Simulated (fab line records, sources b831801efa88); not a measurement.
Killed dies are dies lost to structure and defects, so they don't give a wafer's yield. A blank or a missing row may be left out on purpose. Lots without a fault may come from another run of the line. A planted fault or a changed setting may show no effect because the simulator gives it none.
Which tool did it? | flow gf180mcu | 13 lots, 39 wafers sampled, at 6 steps of a route of 602

WHAT THE GAUGES READ, wafer by wafer
GF_STI_THK_MEAS_04. Usual: STI_CVD_03_THK 206.9 nm, standard deviation 1.9.
lot  | measured    | on            | STI_CVD_03_THK (nm) | flag
L747 | day 1 14:55 | film_metro-01 | 207.8 210.9 207.8   |
L748 | day 2 02:01 | film_metro-01 | 208.0 210.7 210.7   |
L749 | day 2 02:01 | film_metro-03 | 203.6 205.7 206.1   |
L751 | day 2 15:30 | film_metro-01 | 206.6 206.1 204.9   |
L753 | day 3 01:09 | film_metro-04 | 208.5 207.0 207.2   |
L754 | day 3 02:22 | film_metro-04 | 207.6 207.9 209.4   |
L755 | day 3 05:35 | film_metro-04 | 207.4 206.6 209.7   |
L756 | day 3 10:57 | film_metro-01 | 208.2 209.4 208.1   |
L757 | day 3 15:34 | film_metro-01 | 205.3 207.8 205.2   |
L758 | day 3 20:34 | film_metro-03 | 206.1 206.4 208.3   |
L765 | day 5 09:40 | film_metro-03 | 205.4 205.1 204.9   |
L769 | day 6 04:43 | film_metro-03 | 209.5 209.2 209.5   |
L770 | day 6 09:49 | film_metro-03 | 209.0 208.1 208.5   |

GF_STI_CD_MEAS_12: target cd 220 nm. Usual: cd_nm 220.1 nm, standard deviation 1.2.
lot  | measured    | on        | cd_nm (nm)        | flag
L747 | day 2 01:28 | cd_sem-02 | 219.3 219.8 218.5 |
L748 | day 2 12:40 | cd_sem-01 | 220.3 219.7 219.9 |
L749 | day 2 13:08 | cd_sem-01 | 220.7 221.6 220.2 |
L751 | day 3 02:05 | cd_sem-01 | 219.3 219.3 219.6 |
L753 | day 3 13:40 | cd_sem-02 | 219.8 219.0 220.4 |
L754 | day 3 15:04 | cd_sem-01 | 220.8 221.3 220.4 |
L755 | day 3 18:49 | cd_sem-01 | 219.8 220.2 219.0 |
L756 | day 3 23:04 | cd_sem-01 | 219.5 218.0 218.1 |
L757 | day 4 04:14 | cd_sem-02 | 220.7 221.3 221.4 |
L758 | day 4 10:02 | cd_sem-01 | 220.5 219.5 217.0 |
L765 | day 5 22:59 | cd_sem-02 | 218.7 219.0 218.3 |
L769 | day 6 19:14 | cd_sem-01 | 221.6 221.8 221.4 |
L770 | day 7 00:22 | cd_sem-01 | 218.6 218.6 219.0 |

GF_LVPWELL_TW_MEAS_11. Usual: LVPWELL_TW 557, standard deviation 8.3.
lot  | measured    | on            | LVPWELL_TW  | flag
L747 | day 4 06:02 | film_metro-04 | 549 553 549 |
L748 | day 4 15:18 | film_metro-04 | 548 549 549 |
L749 | day 4 14:37 | film_metro-02 | 566 564 563 |
L751 | day 5 00:45 | film_metro-02 | 568 566 568 |
L753 | day 5 14:31 | film_metro-04 | 545 545 547 |
L754 | day 5 12:44 | film_metro-01 | 557 559 554 |
L755 | day 5 15:53 | film_metro-02 | 568 569 566 |
L756 | day 5 23:11 | film_metro-01 | 531 531 530 | OFF
L757 | day 6 05:40 | film_metro-01 | 531 528 528 | OFF
L758 | day 6 08:15 | film_metro-02 | 566 571 567 |
L765 | day 8 02:46 | film_metro-01 | 556 554 558 |
L769 | day 9 01:00 | film_metro-02 | 562 565 564 |
L770 | day 9 05:18 | film_metro-04 | 550 549 549 |

GF_VT_IMPLANT_RS_MEAS_48: measures by four-point-probe. Usual: LVPWELL_RS 1197 ohm/sq, standard deviation 3.5.
lot  | measured     | on            | LVPWELL_RS (ohm/sq)           | flag
L747 | day 7 21:58  | film_metro-02 | 1197 1195 1198                |
L748 | day 8 08:54  | film_metro-02 | 1199 1198 1197                |
L749 | day 8 06:34  | film_metro-01 | 1199 1197 1198                |
L751 | day 9 01:36  | film_metro-01 | 1194 1197 1195                |
L753 | day 9 12:44  | film_metro-02 | 1207 1205 1204                |
L754 | day 9 11:06  | film_metro-02 | 1200 1201 1197                |
L755 | day 9 13:40  | film_metro-02 | 1203 1200 1200                |
L756 | day 9 23:39  | film_metro-04 | 1441 1445 1439 1440 1444 1440 | OFF
L757 | day 10 07:19 | film_metro-01 | 1430 1433 1431 1429 1431 1429 | OFF
L758 | day 10 11:39 | film_metro-01 | 1191 1194 1192                |
L765 | day 12 13:37 | film_metro-02 | 1191 1191 1199                |
L769 | day 13 14:21 | film_metro-01 | 1198 1194 1195                |
L770 | day 13 19:37 | film_metro-02 | 1195 1200 1199                |

GF_HV_LDD_OVL_MEAS_32. Usual: HV_LDD_02_OVL -1.0 nm, standard deviation 1.6.
lot  | measured     | on         | HV_LDD_02_OVL (nm) | flag
L747 | day 11 23:04 | overlay-01 | -1.7 -2.1 -0.9     |
L748 | day 12 13:00 | overlay-02 | -3.0 -0.8 -0.5     |
L749 | day 12 07:21 | overlay-02 | -0.5 1.3 0.3       |
L751 | day 13 03:12 | overlay-01 | -2.8 -0.7 -2.8     |
L753 | day 13 19:24 | overlay-01 | 3.1 -0.8 -0.3      |
L754 | day 13 18:28 | overlay-01 | 2.0 1.4 2.0        |
L755 | day 13 17:51 | overlay-02 | -1.1 -0.4 0.4      |
L758 | day 15 00:23 | overlay-02 | 0.7 1.3 -0.8       |
L765 | day 17 06:43 | overlay-01 | -1.3 -2.4 -2.8     |
L769 | day 18 15:17 | overlay-02 | -0.6 -0.7 -1.5     |
L770 | day 18 22:38 | overlay-02 | -1.8 -1.9 -0.4     |

WHICH TOOL RAN EACH LOT (tool, then ch and the chambers of the sampled wafers, then the start)
lot  | GF_LVPWELL_IMPLANT_09
L747 | implanter-04 ch 0, day 4 05:49
L748 | implanter-03 ch 0, day 4 15:03
L749 | implanter-04 ch 0, day 4 14:22
L751 | implanter-01 ch 0, day 5 00:30
L753 | implanter-04 ch 0, day 5 14:18
L754 | implanter-01 ch 0, day 5 12:31
L755 | implanter-04 ch 0, day 5 15:40
L756 | implanter-04 ch 0, day 5 22:58
L757 | implanter-04 ch 0, day 6 05:26
L758 | implanter-03 ch 0, day 6 08:00
L765 | implanter-03 ch 0, day 8 02:32
L769 | implanter-01 ch 0, day 9 00:45
L770 | implanter-03 ch 0, day 9 05:03
- GF_LVPWELL_IMPLANT_09

WHAT THE TOOLS THEMSELVES READ (means of the sampled wafers that have a number; where no wafer has one, the mark that the record gives instead)
GF_LVPWELL_IMPLANT_09. Usual: beam_energy_keV 59.996, standard deviation 0.016; beam_on_s 10.00 s, standard deviation 0.2; dose_ions_cm2 5.001e+12, standard deviation 5e+09; faraday_current_uA 28.2, standard deviation 0.55.
lot  | tool         | beam_energy_keV | beam_on_s (s) | dose_ions_cm2 | faraday_current_uA | flag
L747 | implanter-04 | 60.026          | 10.05         | 4.998e+12     | 28.1               |
L748 | implanter-03 | 60.007          | 10.01         | 5.004e+12     | 28.1               |
L749 | implanter-04 | 59.997          | 10.09         | 5.003e+12     | 27.9               |
L751 | implanter-01 | 59.996          | 10.06         | 5.002e+12     | 28.0               |
L753 | implanter-04 | 59.996          | 10.15         | 4.998e+12     | 27.7               |
L754 | implanter-01 | 59.997          | 9.91          | 4.998e+12     | 28.4               |
L755 | implanter-04 | 59.997          | 10.12         | 5.002e+12     | 27.9               |
L756 | implanter-04 | 60.000          | 10.03         | 9.730e+11     | 5.5                | OFF
L757 | implanter-04 | 60.007          | 9.82          | 9.770e+11     | 5.6                | OFF
L758 | implanter-03 | 59.989          | 10.09         | 5.003e+12     | 28.1               |
L765 | implanter-03 | 59.999          | 10.08         | 5.000e+12     | 28.0               |
L769 | implanter-01 | 60.009          | 9.87          | 4.995e+12     | 28.6               |
L770 | implanter-03 | 60.000          | 10.07         | 5.001e+12     | 28.0               |

THE ANSWER, worked out from the rows above alone
Rule: a lot is off if the mean of its wafers that have a number lies more than 3 standard deviations from the usual mean. A lot without any number at a reading at which 4 lots or more have one is off too. The other lots that the step has rows for count as sound. The gauges are gone through in route order, then the tools' own readings, and for those a lot's mean is taken as printed above. The first step at which some lot is off is used, and at that step the reading that is off furthest; a lot without a number counts as furthest.
Off: L756, L757, at GF_LVPWELL_TW_MEAS_11 (LVPWELL_TW).
A tool fits if, at a process step before that reading, it ran every lot that is off, and no sound lot after the first of them. The gauges at GF_LVPWELL_TW_MEAS_11 aren't tried: what is off there is off at GF_LVPWELL_IMPLANT_09 too, on other tools, and a gauge's error can't cause that. One fits: implanter-04 at GF_LVPWELL_IMPLANT_09. Its last sound lot is L755 (day 5 15:40), its first lot that is off L756 (day 5 22:58): a fault that began between those two fits.
The tool's own readings at GF_LVPWELL_IMPLANT_09 bear it out: on the lots that are off they differ by more than 5 times the standard deviation of the sound lots' means. dose_ions_cm2 reads 9.750e+11 there against 5.000e+12 on the sound lots; faraday_current_uA reads 5.5 there against 28.1 on the sound lots.

WHAT THE SIMULATOR HAD PUT IN
Process parameter drift: implanter-04, from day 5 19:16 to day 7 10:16, at GF_LVPWELL_IMPLANT_09. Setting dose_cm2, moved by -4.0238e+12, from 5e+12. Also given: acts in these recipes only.
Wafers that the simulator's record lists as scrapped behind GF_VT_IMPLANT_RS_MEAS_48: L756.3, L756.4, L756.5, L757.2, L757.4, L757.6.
Lots struck among those shown: L756, L757. The rule above found the same.
